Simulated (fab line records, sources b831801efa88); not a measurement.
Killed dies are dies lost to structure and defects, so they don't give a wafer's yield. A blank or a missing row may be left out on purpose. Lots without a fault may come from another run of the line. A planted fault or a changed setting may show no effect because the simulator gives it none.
Which tool did it? | flow sky130 | 14 lots, 42 wafers sampled, at 4 steps of a route of 708

WHAT THE GAUGES READ, wafer by wafer
SKY_FIELD_ISO_THK_MEAS_02. Usual: FIELD_ISO_OXIDATION_00_THK 11.96 nm, standard deviation 0.21.
lot  | measured    | on            | FIELD_ISO_OXIDATION_00_THK (nm) | flag
L420 | day 1 16:58 | film_metro-03 | 12.45 12.04 12.15               |
L421 | day 1 22:52 | film_metro-03 | 11.89 11.80 12.02               |
L423 | day 2 09:56 | film_metro-03 | 11.65 11.58 11.54               |
L425 | day 2 18:14 | film_metro-02 | 12.13 12.12 12.01               |
L426 | day 3 00:55 | film_metro-01 | 12.32 12.61 12.27               |
L427 | day 3 07:47 | film_metro-01 | 12.14 11.95 12.15               |
L434 | day 4 18:08 | film_metro-03 | 11.89 12.10 12.14               |
L435 | day 4 21:10 | film_metro-01 | 11.96 12.08 11.94               |
L437 | day 5 07:06 | film_metro-03 | 12.17 12.08 12.24               |
L438 | day 5 13:10 | film_metro-01 | 12.36 12.24 12.33               |
L439 | day 5 17:39 | film_metro-02 | 11.95 11.93 12.00               |
L440 | day 5 22:54 | film_metro-03 | 11.88 11.78 11.68               |
L441 | day 6 03:54 | film_metro-01 | 11.82 12.11 11.84               |
L442 | day 6 07:34 | film_metro-03 | 12.08 11.82 11.83               |

SKY_LDD_P_TW_MEAS_11. Usual: LDD_P_TW 634, standard deviation 6.3.
lot  | measured     | on            | LDD_P_TW    | flag
L420 | day 19 02:43 | film_metro-01 | 630 631 631 |
L421 | day 19 20:33 | film_metro-01 | 632 634 631 |
L423 | day 21 11:08 | film_metro-01 | 628 632 631 |
L425 | day 22 07:59 | film_metro-02 | 630 629 634 |
L426 | day 22 04:37 | film_metro-02 | 635 632 629 |
L427 | day 23 02:41 | film_metro-02 | 635 635 632 |
L434 | day 25 05:16 | film_metro-04 | 30 30 30    | OFF
L435 | day 25 11:33 | film_metro-01 | 30 30 30    | OFF
L437 | day 25 15:35 | film_metro-01 | 632 629 628 |
L438 | day 26 06:00 | film_metro-02 | 625 628 627 |
L439 | day 26 13:36 | film_metro-04 | 643 644 640 |
L440 | day 27 00:18 | film_metro-01 | 633 634 630 |
L441 | day 27 00:05 | film_metro-04 | 640 642 641 |
L442 | day 27 06:46 | film_metro-02 | 629 629 628 |

WHICH TOOL RAN EACH LOT (tool, then ch and the chambers of the sampled wafers, then the start)
lot  | SKY_LDD_N_STRIP_16                   | SKY_LDD_P_STRIP_10
L420 | plasma_asher-02 ch 0,1, day 17 20:11 | plasma_asher-01 ch 0,1, day 19 02:37
L421 | plasma_asher-01 ch 0,1, day 18 13:40 | plasma_asher-04 ch 0,1, day 19 20:27
L423 | plasma_asher-01 ch 0,1, day 20 03:32 | plasma_asher-01 ch 0,1, day 21 11:02
L425 | plasma_asher-04 ch 0,1, day 21 00:26 | plasma_asher-03 ch 0,1, day 22 07:53
L426 | plasma_asher-01 ch 0,1, day 20 20:38 | plasma_asher-01 ch 0,1, day 22 04:30
L427 | plasma_asher-01 ch 0,1, day 21 20:04 | plasma_asher-03 ch 0,1, day 23 02:35
L434 | plasma_asher-04 ch 0,1, day 23 23:16 | plasma_asher-04 ch 0,1, day 25 05:10
L435 | plasma_asher-04 ch 0,1, day 24 05:26 | plasma_asher-01 ch 0,1, day 25 11:26
L437 | plasma_asher-01 ch 0,1, day 24 09:44 | plasma_asher-01 ch 0,1, day 25 15:29
L438 | plasma_asher-04 ch 0,1, day 25 00:10 | plasma_asher-03 ch 0,1, day 26 05:54
L439 | plasma_asher-04 ch 0,1, day 25 09:22 | plasma_asher-03 ch 0,1, day 26 13:30
L440 | plasma_asher-02 ch 0,1, day 25 18:49 | plasma_asher-01 ch 1, day 27 00:12
L441 | plasma_asher-04 ch 0,1, day 25 18:47 | plasma_asher-04 ch 0,1, day 26 23:59
L442 | plasma_asher-04 ch 0,1, day 26 01:01 | plasma_asher-04 ch 0,1, day 27 06:39
- SKY_LDD_N_STRIP_16: strips in O2/N2.
- SKY_LDD_P_STRIP_10: strips in O2/N2.

WHAT THE TOOLS THEMSELVES READ (means of the sampled wafers that have a number; where no wafer has one, the mark that the record gives instead)
SKY_LDD_N_STRIP_16. Usual: chamber_pressure_mTorr 1500.0 mTorr, standard deviation 1.4; drypump_motor_current_A 5.77 A, standard deviation 0.08; oes_product_au 0.407 a.u., standard deviation 0.0045; strip_time_to_endpoint_s 4.326 s, standard deviation 0.014.
lot  | tool            | chamber_pressure_mTorr (mTorr) | drypump_motor_current_A (A) | oes_product_au (a.u.) | strip_time_to_endpoint_s (s) | flag
L420 | plasma_asher-02 | 1498.7                         | 5.66                        | 0.406                 | 4.347                        |
L421 | plasma_asher-01 | 1499.6                         | 5.79                        | 0.405                 | 4.304                        |
L423 | plasma_asher-01 | 1501.3                         | 5.80                        | 0.409                 | 4.312                        |
L425 | plasma_asher-04 | 1499.3                         | 5.78                        | 0.410                 | 4.318                        |
L426 | plasma_asher-01 | 1500.1                         | 5.80                        | 0.407                 | 4.325                        |
L427 | plasma_asher-01 | 1499.1                         | 5.82                        | 0.410                 | 4.333                        |
L434 | plasma_asher-04 | -                              | -                           | -                     | -                            | OFF
L435 | plasma_asher-04 | -                              | -                           | -                     | -                            | OFF
L437 | plasma_asher-01 | 1499.9                         | 5.80                        | 0.411                 | 4.323                        |
L438 | plasma_asher-04 | 1499.1                         | 5.77                        | 0.407                 | 4.307                        |
L439 | plasma_asher-04 | 1500.2                         | 5.73                        | 0.402                 | 4.321                        |
L440 | plasma_asher-02 | 1499.4                         | 5.66                        | 0.409                 | 4.324                        |
L441 | plasma_asher-04 | 1499.7                         | 5.77                        | 0.405                 | 4.326                        |
L442 | plasma_asher-04 | 1499.4                         | 5.74                        | 0.408                 | 4.340                        |

SKY_LDD_P_STRIP_10. Usual: chamber_pressure_mTorr 1499.8 mTorr, standard deviation 1.3; drypump_motor_current_A 5.78 A, standard deviation 0.12; oes_product_au 0.716 a.u., standard deviation 0.0044; strip_time_to_endpoint_s 14.01 s, standard deviation 0.05.
lot  | tool            | chamber_pressure_mTorr (mTorr) | drypump_motor_current_A (A) | oes_product_au (a.u.) | strip_time_to_endpoint_s (s) | flag
L420 | plasma_asher-01 | 1499.6                         | 5.79                        | 0.715                 | 13.95                        |
L421 | plasma_asher-04 | 1499.6                         | 5.77                        | 0.717                 | 14.00                        |
L423 | plasma_asher-01 | 1499.7                         | 5.82                        | 0.713                 | 13.96                        |
L425 | plasma_asher-03 | 1500.2                         | 5.88                        | 0.718                 | 14.00                        |
L426 | plasma_asher-01 | 1500.7                         | 5.79                        | 0.716                 | 13.98                        |
L427 | plasma_asher-03 | 1499.2                         | 5.87                        | 0.712                 | 14.08                        |
L434 | plasma_asher-04 | 1499.9                         | 5.75                        | 0.718                 | 18.59                        | OFF
L435 | plasma_asher-01 | 1499.2                         | 5.81                        | 0.715                 | 18.60                        | OFF
L437 | plasma_asher-01 | 1500.8                         | 5.81                        | 0.715                 | 13.95                        |
L438 | plasma_asher-03 | 1500.7                         | 5.73                        | 0.719                 | 14.05                        |
L439 | plasma_asher-03 | 1499.9                         | 5.73                        | 0.716                 | 13.97                        |
L440 | plasma_asher-01 | 1499.2                         | 5.78                        | 0.717                 | 14.00                        |
L441 | plasma_asher-04 | 1500.7                         | 5.75                        | 0.714                 | 14.05                        |
L442 | plasma_asher-04 | 1500.2                         | 5.78                        | 0.721                 | 14.10                        |

THE ANSWER, worked out from the rows above alone
Rule: a lot is off if the mean of its wafers that have a number lies more than 3 standard deviations from the usual mean. A lot without any number at a reading at which 4 lots or more have one is off too. The other lots that the step has rows for count as sound. The gauges are gone through in route order, then the tools' own readings, and for those a lot's mean is taken as printed above. The first step at which some lot is off is used, and at that step the reading that is off furthest; a lot without a number counts as furthest.
Off: L434, L435, at SKY_LDD_P_TW_MEAS_11 (LDD_P_TW).
A tool fits if, at a process step before that reading, it ran every lot that is off, and no sound lot after the first of them. The gauges at SKY_LDD_P_TW_MEAS_11 aren't tried: what is off there is off at SKY_LDD_N_STRIP_16 too, on other tools, and a gauge's error can't cause that. None of those tried fits.

WHAT THE SIMULATOR HAD PUT IN
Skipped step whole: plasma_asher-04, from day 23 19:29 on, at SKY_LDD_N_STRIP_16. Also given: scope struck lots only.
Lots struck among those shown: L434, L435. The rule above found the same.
